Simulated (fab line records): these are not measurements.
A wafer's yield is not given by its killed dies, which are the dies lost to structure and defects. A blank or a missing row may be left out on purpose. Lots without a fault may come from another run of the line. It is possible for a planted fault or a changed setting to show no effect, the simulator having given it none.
What tool caused it? -- flow sky130 -- Sampling: 11 lots, 33 wafers, 3 of 708 route steps

WHAT THE GAUGES SHOWED, per wafer
SKY_VIA4_THK_MEAS_01.
lot,measured,on,VIA4_HDPCVD_THK (nm)
L941,day 42 03:09,film_metro-03,1768 1785 1777
L942,day 42 04:09,film_metro-01,1754 1762 1765
L943,day 42 11:46,film_metro-04,1721 1764 1747
L947,day 43 18:10,film_metro-04,1794 1750 1769
L950,day 44 05:17,film_metro-04,1788 1777 1786
L951,day 44 07:14,film_metro-04,1760 1762 1751
L955,day 45 08:00,film_metro-01,1716 1740 1724
L954,day 45 11:12,film_metro-01,1743 1755 1722
L960,day 46 18:45,film_metro-04,1769 2089 1751
L961,day 46 20:33,film_metro-01,2108 1728 1738
L963,day 47 16:56,film_metro-04,1737 1729 1717

WHAT TOOL EACH LOT RAN ON (gives the tool, then ch and the chambers of the sampled wafers, and finally the start)
lot,SKY_METAL3_STRIP_19,SKY_VIA4_HDPCVD_00
L941,"plasma_asher-03 ch 0,1, day 38 21:34","hdpcvd-02 ch 0,2, day 42 02:57"
L942,"plasma_asher-02 ch 0,1, day 38 21:40","hdpcvd-02 ch 0,2, day 42 03:52"
L943,"plasma_asher-02 ch 0,1, day 39 07:29","hdpcvd-01 ch 0,1, day 42 11:35"
L947,"plasma_asher-01 ch 0,1, day 40 15:40","hdpcvd-02 ch 0,1,2, day 43 17:59"
L950,"plasma_asher-01 ch 0,1, day 41 00:51","hdpcvd-02 ch 0,1, day 44 05:05"
L951,"plasma_asher-01 ch 0,1, day 41 04:04","hdpcvd-02 ch 0,1,2, day 44 07:03"
L955,"plasma_asher-03 ch 1, day 42 08:06","hdpcvd-01 ch 0, day 45 07:43"
L954,"plasma_asher-02 ch 0,1, day 42 11:50","hdpcvd-01 ch 0,1, day 45 10:56"
L960,"plasma_asher-01 ch 0,1, day 43 22:11","hdpcvd-02 ch 0,1,2, day 46 18:34"
L961,"plasma_asher-02 ch 0,1, day 44 00:50","hdpcvd-02 ch 0,2, day 46 20:22"
L963,"plasma_asher-01 ch 0,1, day 44 22:16","hdpcvd-01 ch 1,2, day 47 16:44"
- SKY_METAL3_STRIP_19: strips in O2/N2.
- SKY_VIA4_HDPCVD_00: deposits SiO2, target thk 1750 nm, time 291.7 s.

THE ANSWER, worked out from the rows above alone
Rule: the usual values come from the lots themselves. Put in order of their means at a reading, lots are off if they are a third of the lots or fewer, leave a main group of 4 or more, and stand apart from it by a gap of 3 or more times the standard deviation of the main group's means; of several such gaps the widest counts. A main group whose means are all the same, to the digits that the tables above print for the reading, isn't used. A lot without any number at a reading at which 4 lots or more have one is off too. The other lots that the step has rows for count as sound.
Off: L960, L961, at SKY_VIA4_THK_MEAS_01 (VIA4_HDPCVD_THK). The main group has a mean of 1754 nm with a standard deviation of 20.
A tool fits if, at a process step before that reading, it ran every lot that is off, and no sound lot after the first of them. Gauges at SKY_VIA4_THK_MEAS_01: tried the same way as those tools. One candidate fits, namely hdpcvd-02 at SKY_VIA4_HDPCVD_00. Its last sound lot is L951 (day 44 07:03), its first lot that is off L960 (day 46 18:34): a fault that began between those two fits.

WHAT WAS PUT IN BY THE SIMULATOR
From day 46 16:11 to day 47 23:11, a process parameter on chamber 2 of hdpcvd-02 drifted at SKY_VIA4_HDPCVD_00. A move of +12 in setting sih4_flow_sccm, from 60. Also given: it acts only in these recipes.
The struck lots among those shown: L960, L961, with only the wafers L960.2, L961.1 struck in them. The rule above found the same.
